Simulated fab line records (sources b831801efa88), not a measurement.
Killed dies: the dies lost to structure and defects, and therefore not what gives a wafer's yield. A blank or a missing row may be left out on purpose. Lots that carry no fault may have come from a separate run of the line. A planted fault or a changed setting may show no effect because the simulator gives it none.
A lot that was struck, set against a sound lot + flow gf180mcu + 17 steps out of a route of 602
Sound: these wafers, L426.1, L426.5, L426.6. Wafers struck: L437.2, L437.3, L437.5. Last of all comes the cause.
Each step with rows lists, per side, the tool, then ch with its chambers, then its first start. Under that, the readings that differ: sound wafers + struck wafers + difference of the means + sigmas: that difference in standard deviations of wafers without a fault.
alike: a reading whose means differ by less than 2 such deviations, as well as words and numbers matching on both sides. not compared: withheld readings; readings where some wafer has no value; bounds like >300 that might hide an equal value; numbers whose values overlap and for which the record gives no deviation.
Wherever a step has rows on one side only, a row that says differs or no value, or a row with sigmas, the two part there. Numbers that have no deviation but don't overlap get no sigmas and don't part them. A reading missing from all wafers of one side parts the sides only when that side holds two or more wafers.

first, 2 steps without rows for these wafers: GF_MVPSD_IMPLANT_08; GF_MVPSD_IMPLANT_09.
GF_MVPSD_STRIP_10: strips in O2/N2.
  sound on plasma asher-03 ch 0,1, day 5 10:56; struck on plasma asher-03 ch 0,1, day 8 05:53
  alike: drypump motor current A, heater power w, oes product au, strip time to endpoint s
  not compared: rf hours counter h
GF_MVPSD_TW_MEAS_11:
  struck on film metro-01, day 8 05:59; sound on film metro-04, day 5 11:02
  alike: MVPSD_TW
then, 7 steps without rows for these wafers: GF_VT_IMPLANT_DEHYDRATE_00 (time 60 s); GF_VT_IMPLANT_HMDS_01 (prime time 60 s); GF_VT_IMPLANT_COAT_02 (resist thk 1000 nm); GF_VT_IMPLANT_SOFTBAKE_03 (time 60 s); GF_VT_IMPLANT_EXPOSE_04 (exposes mask LVPWELL LV AREA, target cd 600 nm); GF_VT_IMPLANT_PEB_05; GF_VT_IMPLANT_DEVELOP_06 (develop time 60 s).
GF_VT_IMPLANT_OVL_MEAS_07:
  struck on overlay-02, day 8 22:48; sound on overlay-02, day 6 01:50
  alike: VT_IMPLANT_OVL
GF_VT_IMPLANT_IMPLANT_08:
  sound on implanter-04 ch 0, day 6 01:52; struck on implanter-01 ch 0, day 8 22:51
| reading                   | sound             | struck            | difference | sigmas |
|---------------------------|-------------------|-------------------|------------|--------|
| implant ion amu           | 49 49 49          | 75 75 75          | +26        |        |
| model.implant.drp nm (nm) | 9.752 9.752 9.752 | 7.212 7.212 7.212 | -2.540     |        |
| model.implant.rp nm (nm)  | 17.39 17.39 17.39 | 15.61 15.61 15.61 | -1.78      |        |
GF_VT_IMPLANT_STRIP_09: strips in O2/N2.
  sound on plasma asher-04 ch 0,1, day 6 02:01; struck on plasma asher-01 ch 0,1, day 8 22:59
  alike: drypump motor current A, heater power w, oes product au, strip time to endpoint s
  not compared: rf hours counter h
GF_VT_IMPLANT_TW_MEAS_10:
  struck on film metro-01, day 8 23:05; sound on film metro-03, day 6 02:07
| reading       | sound       | struck      | difference | sigmas |
|---------------|-------------|-------------|------------|--------|
| VT_IMPLANT_TW | 554 557 555 | 919 918 918 | +363       | +71    |
then, 1 step without rows for these wafers: GF_VT_IMPLANT_DEHYDRATE_11 (time 60 s).
-- the record jumps here: 24 days lie between the struck wafers' starts before and after (it left off in module VT_IMPLANT and takes up again in module PASSIVATION, whose first step shown is number 602 of the route) --
GF_PASSIVATION_PROBE_99:
  record: rows for the struck wafers here (prober-02, day 32 16:07), none for the sound ones

== WHERE THEY PART ==
Earliest at GF_VT_IMPLANT_TW_MEAS_10; latest, in this record, at GF_PASSIVATION_PROBE_99.

WHY: the cause the simulator had injected
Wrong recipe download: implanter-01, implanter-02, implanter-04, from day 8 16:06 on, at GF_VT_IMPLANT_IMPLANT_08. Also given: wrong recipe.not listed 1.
